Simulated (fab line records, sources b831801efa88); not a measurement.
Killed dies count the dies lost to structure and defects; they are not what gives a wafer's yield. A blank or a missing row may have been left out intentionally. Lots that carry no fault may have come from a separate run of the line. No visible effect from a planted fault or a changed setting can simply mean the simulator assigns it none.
Chamber matching | flow sky130 | SKY_POLY_GATE_ETCH_16 on rieDiel-02 has 4 sister chambers
The step etches Si3N4 in CH3F/O2, stops on poly-Si, time 147.5 s, target depth 75 nm. 8 wafers are shown with their chamber, then 7 later ones without.

WAFERS, EACH WITH ITS CHAMBER
wafer  | chamber | drypumpMotorCurrentA (A) | runLengthS (s)
L946.5 | 2       | 5.8                      | 176.4
L947.1 | 2       | 5.7                      | 176.4
L947.2 | 3       | 6.2                      | 175.3
L948.2 | 1       | 6.0                      | 176.5
L948.4 | 3       | 6.2                      | 175.3
L948.6 | 0       | 5.7                      | 175.8
L950.1 | 1       | 6.0                      | 177.2
L950.3 | 0       | 5.7                      | 176.0

WAFERS WITHOUT THEIR CHAMBER
wafer  | drypumpMotorCurrentA (A) | runLengthS (s)
L950.6 | 6.0                      | 176.5
L952.4 | 6.0                      | 176.7
L952.5 | 6.1                      | 175.7
L952.6 | 5.7                      | 176.3
L954.1 | 6.2                      | 175.4
L954.4 | 5.8                      | 176.1
L954.6 | 6.0                      | 176.5

CHAMBER TAKEN BY EACH
wafer  | from the rows above     | in truth
L950.6 | 1                       | 1
L952.4 | 1                       | 1
L952.5 | 3                       | 3
L952.6 | can't be placed: 2 or 0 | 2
L954.1 | 3                       | 3
L954.4 | can't be placed: 2 or 0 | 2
L954.6 | 1                       | 1
Correct placement for 5 of the 7. Unplaceable from these rows: 2, with the true chamber sitting among the candidates in 2. 0 placed wrongly.
How it was worked out, from the rows above alone: a wafer's distance from a chamber is the root of the sum, over the readings, of the square of ((its reading less the chamber's mean) divided by the reading's scatter). If the next closest chamber is less than 2 further off than the closest, the wafer can't be placed; otherwise it belongs to the closest. For every chamber, the mean is computed from those of its wafers that are shown. The scatter: the root of (the sum of the squares of (reading less its chamber's mean) over the shown wafers, divided by (wafers less chambers)).
